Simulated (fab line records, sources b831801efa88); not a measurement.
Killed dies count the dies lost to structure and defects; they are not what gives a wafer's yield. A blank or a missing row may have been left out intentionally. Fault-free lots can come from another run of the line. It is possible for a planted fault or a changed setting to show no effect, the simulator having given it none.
Matching of chambers / flow sky130 / cmp-01 running SKY_FIELD_ISO_CMP_27: 4 sister chambers
The step polishes, stops on Si3N4, t overpolish 16 s, target thk 457.8 nm. 16 wafers are shown with their chamber, then 8 later ones without.

## WAFERS WITH THEIR CHAMBER
wafer=L101.3; chamber=0; motor_current_A (A)=11.2; time_to_endpoint_s (s)=114; overpolish_run_s (s)=16.002
wafer=L101.5; chamber=1; motor_current_A (A)=11.1; time_to_endpoint_s (s)=114; overpolish_run_s (s)=15.994
wafer=L101.6; chamber=2; motor_current_A (A)=12.6; time_to_endpoint_s (s)=112; overpolish_run_s (s)=16.007
wafer=L104.3; chamber=0; motor_current_A (A)=10.3; time_to_endpoint_s (s)=112; overpolish_run_s (s)=16.000
wafer=L104.4; chamber=1; motor_current_A (A)=11.3; time_to_endpoint_s (s)=110; overpolish_run_s (s)=16.003
wafer=L104.5; chamber=3; motor_current_A (A)=11.8; time_to_endpoint_s (s)=109; overpolish_run_s (s)=16.006
wafer=L105.2; chamber=1; motor_current_A (A)=11.5; time_to_endpoint_s (s)=112; overpolish_run_s (s)=16.010
wafer=L105.3; chamber=0; motor_current_A (A)=10.8; time_to_endpoint_s (s)=113; overpolish_run_s (s)=16.007
wafer=L105.6; chamber=1; motor_current_A (A)=11.4; time_to_endpoint_s (s)=115; overpolish_run_s (s)=16.009
wafer=L106.2; chamber=2; motor_current_A (A)=12.6; time_to_endpoint_s (s)=113; overpolish_run_s (s)=16.013
wafer=L106.3; chamber=0; motor_current_A (A)=11.0; time_to_endpoint_s (s)=114; overpolish_run_s (s)=16.006
wafer=L106.4; chamber=1; motor_current_A (A)=11.6; time_to_endpoint_s (s)=111; overpolish_run_s (s)=15.999
wafer=L110.1; chamber=3; motor_current_A (A)=12.6; time_to_endpoint_s (s)=111; overpolish_run_s (s)=15.989
wafer=L110.4; chamber=0; motor_current_A (A)=10.8; time_to_endpoint_s (s)=111; overpolish_run_s (s)=16.003
wafer=L110.5; chamber=1; motor_current_A (A)=11.1; time_to_endpoint_s (s)=111; overpolish_run_s (s)=15.979
wafer=L111.2; chamber=1; motor_current_A (A)=11.6; time_to_endpoint_s (s)=108; overpolish_run_s (s)=16.002

SIGNATURES (means of the wafers above)
reading=motor_current_A; chamber 0=10.820; chamber 1=11.371; chamber 2=12.600; chamber 3=12.200; scatter within a chamber=0.295
reading=time_to_endpoint_s; chamber 0=112.80; chamber 1=111.57; chamber 2=112.50; chamber 3=110.00; scatter within a chamber=1.89
reading=overpolish_run_s; chamber 0=16.00360; chamber 1=15.99943; chamber 2=16.01000; chamber 3=15.99750; scatter within a chamber=0.00849
Rule: for a wafer and a chamber, the distance is found by dividing, reading by reading, the gap between the wafer's reading and the chamber's mean by the reading's scatter, squaring, summing and taking the root. If the next closest chamber is less than 2 further off than the closest, the wafer can't be placed; otherwise it belongs to the closest. The scatter is the square root of a quotient: the sum, over the shown wafers, of each reading's squared deviation from its chamber's mean, divided by wafers minus chambers.

## WAFERS MISSING THEIR CHAMBER
wafer=L111.3; motor_current_A (A)=11.8; time_to_endpoint_s (s)=110; overpolish_run_s (s)=15.998
wafer=L111.4; motor_current_A (A)=13.4; time_to_endpoint_s (s)=112; overpolish_run_s (s)=15.996
wafer=L117.2; motor_current_A (A)=12.4; time_to_endpoint_s (s)=105; overpolish_run_s (s)=15.997
wafer=L117.4; motor_current_A (A)=10.4; time_to_endpoint_s (s)=107; overpolish_run_s (s)=16.006
wafer=L117.6; motor_current_A (A)=12.2; time_to_endpoint_s (s)=108; overpolish_run_s (s)=15.992
wafer=L119.1; motor_current_A (A)=10.7; time_to_endpoint_s (s)=106; overpolish_run_s (s)=15.994
wafer=L119.5; motor_current_A (A)=12.8; time_to_endpoint_s (s)=103; overpolish_run_s (s)=15.998
wafer=L119.6; motor_current_A (A)=10.8; time_to_endpoint_s (s)=105; overpolish_run_s (s)=16.002

## EACH ONE'S CHAMBER
wafer=L111.3; from the rows above=can't be placed: 3 or 1 or 2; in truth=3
wafer=L111.4; from the rows above=can't be placed: 2 or 3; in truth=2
wafer=L117.2; from the rows above=can't be placed: 3 or 2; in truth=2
wafer=L117.4; from the rows above=can't be placed: 0 or 1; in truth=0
wafer=L117.6; from the rows above=3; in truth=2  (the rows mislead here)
wafer=L119.1; from the rows above=can't be placed: 1 or 0 or 3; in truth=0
wafer=L119.5; from the rows above=can't be placed: 3 or 2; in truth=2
wafer=L119.6; from the rows above=can't be placed: 1 or 0 or 3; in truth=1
Placed correctly: 0 of 8. These rows do not allow placing 7 (true chamber among the candidates in 7). 1 placed wrongly.
